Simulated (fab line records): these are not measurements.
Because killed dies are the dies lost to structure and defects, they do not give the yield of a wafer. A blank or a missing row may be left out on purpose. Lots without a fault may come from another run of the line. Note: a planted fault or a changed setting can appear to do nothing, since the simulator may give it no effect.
Which of the tools did it? || flow sfqLine || 14 lots with 42 wafers sampled at 2 steps, on a route of 325 steps

== WHAT EACH GAUGE READ, for each wafer ==
SFQ_M0_RS_MEAS_904: a four-point-probe measurement.
{"lot": "L405", "measured": "day 7 12:48", "on": "filmMetro-03", "M0_NB_RS (ohm/sq)": "0.893 0.887 0.897"}
{"lot": "L406", "measured": "day 7 16:24", "on": "filmMetro-01", "M0_NB_RS (ohm/sq)": "0.890 0.890 0.891"}
{"lot": "L407", "measured": "day 8 09:12", "on": "filmMetro-04", "M0_NB_RS (ohm/sq)": "0.875 0.864 0.876"}
{"lot": "L408", "measured": "day 8 20:00", "on": "filmMetro-04", "M0_NB_RS (ohm/sq)": "0.910 0.900 0.908"}
{"lot": "L409", "measured": "day 9 07:10", "on": "filmMetro-01", "M0_NB_RS (ohm/sq)": "0.887 0.893 0.875"}
{"lot": "L410", "measured": "day 9 15:44", "on": "filmMetro-04", "M0_NB_RS (ohm/sq)": "0.876 0.888 0.900"}
{"lot": "L411", "measured": "day 10 00:04", "on": "filmMetro-03", "M0_NB_RS (ohm/sq)": "0.892 0.902 0.886"}
{"lot": "L414", "measured": "day 10 18:07", "on": "filmMetro-03", "M0_NB_RS (ohm/sq)": "0.887 0.883 0.888"}
{"lot": "L416", "measured": "day 11 09:40", "on": "filmMetro-03", "M0_NB_RS (ohm/sq)": "0.885 0.890 0.905"}
{"lot": "L419", "measured": "day 12 04:55", "on": "filmMetro-03", "M0_NB_RS (ohm/sq)": "0.881 0.892 1.094"}
{"lot": "L421", "measured": "day 12 14:28", "on": "filmMetro-03", "M0_NB_RS (ohm/sq)": "0.890 0.885 1.086"}
{"lot": "L422", "measured": "day 12 19:16", "on": "filmMetro-04", "M0_NB_RS (ohm/sq)": "0.899 0.894 0.898"}
{"lot": "L427", "measured": "day 15 00:23", "on": "filmMetro-03", "M0_NB_RS (ohm/sq)": "0.890 0.901 0.887"}
{"lot": "L428", "measured": "day 15 07:25", "on": "filmMetro-01", "M0_NB_RS (ohm/sq)": "0.899 0.888 0.897"}

== WHICH TOOL RAN EACH LOT (tool, then ch and the chambers of the sampled wafers, then the start) ==
{"lot": "L405", "SFQ_TRILAYER_M0_DEP_SPUTTER_019": "pvdSputter-04, day 7 12:42"}
{"lot": "L406", "SFQ_TRILAYER_M0_DEP_SPUTTER_019": "pvdSputter-04, day 7 16:18"}
{"lot": "L407", "SFQ_TRILAYER_M0_DEP_SPUTTER_019": "pvdSputter-04, day 8 09:06"}
{"lot": "L408", "SFQ_TRILAYER_M0_DEP_SPUTTER_019": "pvdSputter-03, day 8 19:54"}
{"lot": "L409", "SFQ_TRILAYER_M0_DEP_SPUTTER_019": "pvdSputter-04, day 9 07:05"}
{"lot": "L410", "SFQ_TRILAYER_M0_DEP_SPUTTER_019": "pvdSputter-06, day 9 15:35"}
{"lot": "L411", "SFQ_TRILAYER_M0_DEP_SPUTTER_019": "pvdSputter-04, day 9 23:59"}
{"lot": "L414", "SFQ_TRILAYER_M0_DEP_SPUTTER_019": "pvdSputter-03, day 10 18:01"}
{"lot": "L416", "SFQ_TRILAYER_M0_DEP_SPUTTER_019": "pvdSputter-06, day 11 09:35"}
{"lot": "L419", "SFQ_TRILAYER_M0_DEP_SPUTTER_019": "pvdSputter-04, day 12 04:47"}
{"lot": "L421", "SFQ_TRILAYER_M0_DEP_SPUTTER_019": "pvdSputter-04, day 12 14:23"}
{"lot": "L422", "SFQ_TRILAYER_M0_DEP_SPUTTER_019": "pvdSputter-03, day 12 19:11"}
{"lot": "L427", "SFQ_TRILAYER_M0_DEP_SPUTTER_019": "pvdSputter-04, day 15 00:18"}
{"lot": "L428", "SFQ_TRILAYER_M0_DEP_SPUTTER_019": "pvdSputter-06, day 15 07:18"}
- SFQ_TRILAYER_M0_DEP_SPUTTER_019: material Nb, target thk 200 nm, time 133.3 s.

== AS READ BY THE TOOLS THEMSELVES (means over the sampled wafers that have a number; for cases with no such wafer, the mark the record gives instead) ==
SFQ_TRILAYER_M0_DEP_SPUTTER_019.
{"lot": "L405", "tool": "pvdSputter-04", "basePressurePa (Pa)": 1.35e-06, "chamberPressurePa (Pa)": 0.13329, "resputterCathodeVoltageV (V)": 399, "substrateTempC (C)": 20.10, "throttleValvePct (%)": 30.0}
{"lot": "L406", "tool": "pvdSputter-04", "basePressurePa (Pa)": 1.26e-06, "chamberPressurePa (Pa)": 0.13326, "resputterCathodeVoltageV (V)": 398, "substrateTempC (C)": 19.95, "throttleValvePct (%)": 29.4}
{"lot": "L407", "tool": "pvdSputter-04", "basePressurePa (Pa)": 1.38e-06, "chamberPressurePa (Pa)": 0.13327, "resputterCathodeVoltageV (V)": 402, "substrateTempC (C)": 20.11, "throttleValvePct (%)": 29.5}
{"lot": "L408", "tool": "pvdSputter-03", "basePressurePa (Pa)": 1.43e-06, "chamberPressurePa (Pa)": 0.13340, "resputterCathodeVoltageV (V)": 395, "substrateTempC (C)": 20.07, "throttleValvePct (%)": 30.4}
{"lot": "L409", "tool": "pvdSputter-04", "basePressurePa (Pa)": 1.36e-06, "chamberPressurePa (Pa)": 0.13321, "resputterCathodeVoltageV (V)": 398, "substrateTempC (C)": 19.93, "throttleValvePct (%)": 29.9}
{"lot": "L410", "tool": "pvdSputter-06", "basePressurePa (Pa)": 1.22e-06, "chamberPressurePa (Pa)": 0.13342, "resputterCathodeVoltageV (V)": 400, "substrateTempC (C)": 19.97, "throttleValvePct (%)": 31.3}
{"lot": "L411", "tool": "pvdSputter-04", "basePressurePa (Pa)": 1.32e-06, "chamberPressurePa (Pa)": 0.13300, "resputterCathodeVoltageV (V)": 399, "substrateTempC (C)": 19.88, "throttleValvePct (%)": 29.6}
{"lot": "L414", "tool": "pvdSputter-03", "basePressurePa (Pa)": 1.29e-06, "chamberPressurePa (Pa)": 0.13312, "resputterCathodeVoltageV (V)": 395, "substrateTempC (C)": 19.96, "throttleValvePct (%)": 30.7}
{"lot": "L416", "tool": "pvdSputter-06", "basePressurePa (Pa)": 1.32e-06, "chamberPressurePa (Pa)": 0.13316, "resputterCathodeVoltageV (V)": 404, "substrateTempC (C)": 19.92, "throttleValvePct (%)": 31.3}
{"lot": "L419", "tool": "pvdSputter-04", "basePressurePa (Pa)": 1.34e-06, "chamberPressurePa (Pa)": 0.13329, "resputterCathodeVoltageV (V)": 400, "substrateTempC (C)": 19.86, "throttleValvePct (%)": 29.4}
{"lot": "L421", "tool": "pvdSputter-04", "basePressurePa (Pa)": 1.34e-06, "chamberPressurePa (Pa)": 0.13343, "resputterCathodeVoltageV (V)": 402, "substrateTempC (C)": 19.99, "throttleValvePct (%)": 29.4}
{"lot": "L422", "tool": "pvdSputter-03", "basePressurePa (Pa)": 1.34e-06, "chamberPressurePa (Pa)": 0.13362, "resputterCathodeVoltageV (V)": 399, "substrateTempC (C)": 20.02, "throttleValvePct (%)": 30.7}
{"lot": "L427", "tool": "pvdSputter-04", "basePressurePa (Pa)": 1.35e-06, "chamberPressurePa (Pa)": 0.13316, "resputterCathodeVoltageV (V)": 400, "substrateTempC (C)": 19.96, "throttleValvePct (%)": 30.0}
{"lot": "L428", "tool": "pvdSputter-06", "basePressurePa (Pa)": 1.35e-06, "chamberPressurePa (Pa)": 0.13340, "resputterCathodeVoltageV (V)": 400, "substrateTempC (C)": 19.94, "throttleValvePct (%)": 31.0}

== THE ANSWER, worked out from the rows above alone ==
Rule: what is usual is taken from the lots themselves. The widest of any qualifying gaps counts: lots, ordered by their means at a reading, are off when they make up no more than a third of the lots, leave a main group of 4 or more, and stand apart from it by 3 or more times the standard deviation of that group's means. A main group whose means are all the same, to the digits that the tables above print for the reading, isn't used. Also off: a lot with no number at a reading for which 4 or more lots have one. All remaining lots with rows at the step are treated as sound. First the gauges in route order, then the tools' own readings, where a lot's mean is used as printed above. The first step at which some lot is off is used, and at that step the reading that is off furthest; a lot without a number counts as furthest.
Off: at SFQ_M0_RS_MEAS_904 (M0_NB_RS), L419, L421. Main group: mean 0.891 ohm/sq, sd 0.0078.
If a tool, at a process step before that reading, ran all the lots that are off and no sound lot after the first of them, it fits. The gauges at SFQ_M0_RS_MEAS_904 are tried like those tools. No candidate that was tried fits.

== WHAT WAS PUT IN BY THE SIMULATOR ==
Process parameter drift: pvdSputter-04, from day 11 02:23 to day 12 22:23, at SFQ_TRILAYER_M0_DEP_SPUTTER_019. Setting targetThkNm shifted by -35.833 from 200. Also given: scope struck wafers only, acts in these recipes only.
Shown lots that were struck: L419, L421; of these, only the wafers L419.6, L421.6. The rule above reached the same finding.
